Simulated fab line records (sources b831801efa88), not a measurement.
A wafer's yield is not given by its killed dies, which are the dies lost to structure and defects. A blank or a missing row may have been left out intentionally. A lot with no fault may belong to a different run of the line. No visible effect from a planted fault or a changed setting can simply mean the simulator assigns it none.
Struck lot and sound lot, side by side    flow sky130    43 out of 708 route steps
Sound: these wafers, L692.2, L692.3, L692.6. Wafers struck: L705.1, L705.2, L705.3. The cause is named last.
Each step with rows lists, per side, the tool, then ch with its chambers, then its first start. Under that, the readings that differ: sound wafers    struck wafers    difference of the means    sigmas: that difference in standard deviations of wafers without a fault.
alike: readings whose means differ by less than 2 such deviations, and words and numbers that are the same on both sides. not compared: withheld readings, readings that some wafer has no value for, bounds like >300 that may hide the same value, and numbers for which the record gives no deviation and whose values overlap.
A row with sigmas, a row that says differs or no value, or rows on one side alone: a step with any of these is where the two part. Non-overlapping numbers with no deviation appear without sigmas and do not part them. A reading that every wafer of one side lacks parts them only if that side has two wafers or more.

first, 1 step without rows for these wafers: SKY_VT_ADJUST_LVTN_IMPLANT_08.
SKY_VT_ADJUST_LVTN_STRIP_09: strips in O2/N2.
  sound on plasma_asher-03 ch 0,1, day 7 06:56; struck on plasma_asher-01 ch 0,1, day 10 17:28
  alike: drypump_motor_current_A, oes_product_au, strip_time_to_endpoint_s
  not compared: rf_hours_counter_h
SKY_VT_ADJUST_LVTN_TW_MEAS_10:
  struck on film_metro-03, day 10 17:34; sound on film_metro-02, day 7 07:03
  alike: VT_ADJUST_LVTN_TW
then, 7 steps without rows for these wafers: SKY_VT_ADJUST_LVTN_DEHYDRATE_11 (time 60 s); SKY_VT_ADJUST_LVTN_HMDS_12 (prime time 60 s); SKY_VT_ADJUST_LVTN_COAT_13 (resist thk 1140 nm); SKY_VT_ADJUST_LVTN_SOFTBAKE_14 (time 60 s); SKY_VT_ADJUST_LVTN_EXPOSE_15 (exposes mask HVN STD DERIVED, target cd 600 nm); SKY_VT_ADJUST_LVTN_PEB_16; SKY_VT_ADJUST_LVTN_DEVELOP_17 (develop time 60 s).
SKY_VT_ADJUST_LVTN_OVL_MEAS_18:
  struck on overlay-01, day 11 17:00; sound on overlay-01, day 8 03:17
  alike: VT_ADJUST_LVTN_01_OVL
next, for these wafers, 1 step has no rows: SKY_VT_ADJUST_LVTN_IMPLANT_19.
SKY_VT_ADJUST_LVTN_STRIP_20: strips in O2/N2.
  sound on plasma_asher-03 ch 0,1, day 8 03:28; struck on plasma_asher-03 ch 0,1, day 11 17:11
  alike: drypump_motor_current_A, oes_product_au, strip_time_to_endpoint_s
  not compared: rf_hours_counter_h
SKY_VT_ADJUST_LVTN_TW_MEAS_21:
  struck on film_metro-02, day 11 17:17; sound on film_metro-04, day 8 03:34
  alike: VT_ADJUST_LVTN_2_TW
then, 7 steps without rows for these wafers: SKY_VT_ADJUST_NCORE_DEHYDRATE_00 (time 60 s); SKY_VT_ADJUST_NCORE_HMDS_01 (prime time 60 s); SKY_VT_ADJUST_NCORE_COAT_02 (resist thk 1140 nm); SKY_VT_ADJUST_NCORE_SOFTBAKE_03 (time 60 s); SKY_VT_ADJUST_NCORE_EXPOSE_04 (exposes mask LVTN COMPLEMENT THIN, target cd 380 nm); SKY_VT_ADJUST_NCORE_PEB_05; SKY_VT_ADJUST_NCORE_DEVELOP_06 (develop time 60 s).
SKY_VT_ADJUST_NCORE_CD_MEAS_07 targets a cd of 380 nm.
  struck on cd_sem-01, day 12 17:27; sound on cd_sem-01, day 9 00:52
  alike: cd_nm
SKY_VT_ADJUST_NCORE_OVL_MEAS_08:
  struck on overlay-02, day 12 17:34; sound on overlay-01, day 9 00:59
  alike: VT_ADJUST_NCORE_OVL
next, for these wafers, 1 step has no rows: SKY_VT_ADJUST_NCORE_IMPLANT_09.
SKY_VT_ADJUST_NCORE_STRIP_10: strips in O2/N2.
  sound on plasma_asher-02 ch 1, day 9 01:10; struck on plasma_asher-04 ch 0,1, day 12 17:46
reading                      sound        struck       difference  sigmas
drypump_motor_current_A (A)  5.4 5.4 5.4  5.8 6.4 6.4  +0.8        +2
  alike: oes_product_au, strip_time_to_endpoint_s
  not compared: rf_hours_counter_h
SKY_VT_ADJUST_NCORE_TW_MEAS_11:
  struck on film_metro-01, day 12 17:52; sound on film_metro-03, day 9 01:16
  alike: VT_ADJUST_NCORE_TW
then, 7 steps without rows for these wafers: SKY_VT_ADJUST_HVTR_DEHYDRATE_00 (time 60 s); SKY_VT_ADJUST_HVTR_HMDS_01 (prime time 60 s); SKY_VT_ADJUST_HVTR_COAT_02 (resist thk 1140 nm); SKY_VT_ADJUST_HVTR_SOFTBAKE_03 (time 60 s); SKY_VT_ADJUST_HVTR_EXPOSE_04 (exposes mask HVTRM, target cd 380 nm); SKY_VT_ADJUST_HVTR_PEB_05; SKY_VT_ADJUST_HVTR_DEVELOP_06 (develop time 57.85 s).
SKY_VT_ADJUST_HVTR_CD_MEAS_07 targets a cd of 380 nm.
  struck on cd_sem-02, day 13 18:40; sound on cd_sem-02, day 9 23:07
  alike: cd_nm
SKY_VT_ADJUST_HVTR_OVL_MEAS_08:
  struck on overlay-02, day 13 18:47; sound on overlay-02, day 9 23:14
  alike: VT_ADJUST_HVTR_OVL
next, for these wafers, 1 step has no rows: SKY_VT_ADJUST_HVTR_IMPLANT_09.
SKY_VT_ADJUST_HVTR_STRIP_10: strips in O2/N2.
  sound on plasma_asher-01 ch 0,1, day 9 23:25; struck on plasma_asher-02 ch 0,1, day 13 18:58
reading                      sound        struck       difference  sigmas
drypump_motor_current_A (A)  6.4 6.7 6.7  6.0 5.4 5.4  -1.0        -2
  alike: oes_product_au, strip_time_to_endpoint_s
  not compared: rf_hours_counter_h
SKY_VT_ADJUST_HVTR_TW_MEAS_11:
  struck on film_metro-01, day 13 19:04; sound on film_metro-03, day 9 23:31
  alike: VT_ADJUST_HVTR_TW
then, 4 steps without rows for these wafers: SKY_VT_ADJUST_PCH_DEHYDRATE_00 (time 60 s); SKY_VT_ADJUST_PCH_HMDS_01 (prime time 60 s); SKY_VT_ADJUST_PCH_COAT_02 (resist thk 3000 nm); SKY_VT_ADJUST_PCH_SOFTBAKE_03.
-- the record jumps here: 36 days lie between the struck wafers' starts before and after (it left off in module VT_ADJUST_PCH and takes up again in module PAD_OPEN, whose first step shown is number 708 of the route) --
SKY_PAD_OPEN_PROBE_99:
  struck on prober-01, day 49 07:46; sound on prober-02, day 46 12:19
reading              sound     struck       difference  sigmas
killed_at_front_end  14 13 13  74 78 77     +63         +16
killed_dies          79 71 81  135 135 131  +57         +6
  alike: killed_at_M0_to_M3, killed_at_M4_up, killed_at_contacts, killed_at_other, killed_open, killed_short

## WHERE THEY PART
At SKY_VT_ADJUST_NCORE_STRIP_10 first; at SKY_PAD_OPEN_PROBE_99 last (within this record only).

WHY: the cause the simulator had injected
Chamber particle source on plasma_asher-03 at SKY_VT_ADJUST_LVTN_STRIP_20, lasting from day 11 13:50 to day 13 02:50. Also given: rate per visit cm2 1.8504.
